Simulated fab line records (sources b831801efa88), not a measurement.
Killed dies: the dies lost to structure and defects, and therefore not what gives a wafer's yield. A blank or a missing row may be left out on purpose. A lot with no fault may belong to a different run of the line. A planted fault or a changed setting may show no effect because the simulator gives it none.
Matching of chambers :: flow gf180mcu :: cmp-01 running GF_V3_CMP_26: 4 sister chambers
The step polishes, stops on SiO2, t overpolish 15 s, target thk 0 nm. 4 wafers are shown with their chamber, then 7 later ones without.

== WAFERS, EACH WITH ITS CHAMBER ==
wafer: L270.1
chamber: 2
motor-current-A (A): 10.9

wafer: L270.3
chamber: 3
motor-current-A (A): 11.1

wafer: L270.6
chamber: 0
motor-current-A (A): 10.7

wafer: L271.5
chamber: 1
motor-current-A (A): 11.9

== WAFERS WITHOUT THEIR CHAMBER ==
wafer: L271.6
motor-current-A (A): 10.4

wafer: L273.2
motor-current-A (A): 11.3

wafer: L273.3
motor-current-A (A): 10.7

wafer: L273.4
motor-current-A (A): 11.0

wafer: L274.3
motor-current-A (A): 11.5

wafer: L274.5
motor-current-A (A): 10.7

wafer: L274.6
motor-current-A (A): 10.7

== WHICH CHAMBER EACH ONE RAN IN ==
wafer: L271.6
from the rows above: can't be placed: 0 or 2 or 3
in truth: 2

wafer: L273.2
from the rows above: can't be placed: 3 or 2 or 1 or 0
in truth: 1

wafer: L273.3
from the rows above: can't be placed: 0 or 2 or 3
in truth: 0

wafer: L273.4
from the rows above: can't be placed: 2 or 3 or 0
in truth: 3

wafer: L274.3
from the rows above: can't be placed: 1 or 3 or 2 or 0
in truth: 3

wafer: L274.5
from the rows above: can't be placed: 0 or 2 or 3
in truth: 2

wafer: L274.6
from the rows above: can't be placed: 0 or 2 or 3
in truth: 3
Placed correctly: 0 of 7. Cannot be placed on the basis of these rows: 7; the candidates contain the true chamber in 7. 0 placed wrongly.
How it was worked out, from the rows above alone: a wafer's distance from a chamber is the root of the sum, over the readings, of the square of ((its reading less the chamber's mean) divided by the reading's scatter). If the next closest chamber is less than 2 further off than the closest, the wafer can't be placed; otherwise it belongs to the closest. Each chamber's mean is taken over the wafers shown for it. The scatter: root of mean squared gap, hidden wafer to nearest shown wafer, with one shown wafer a chamber.
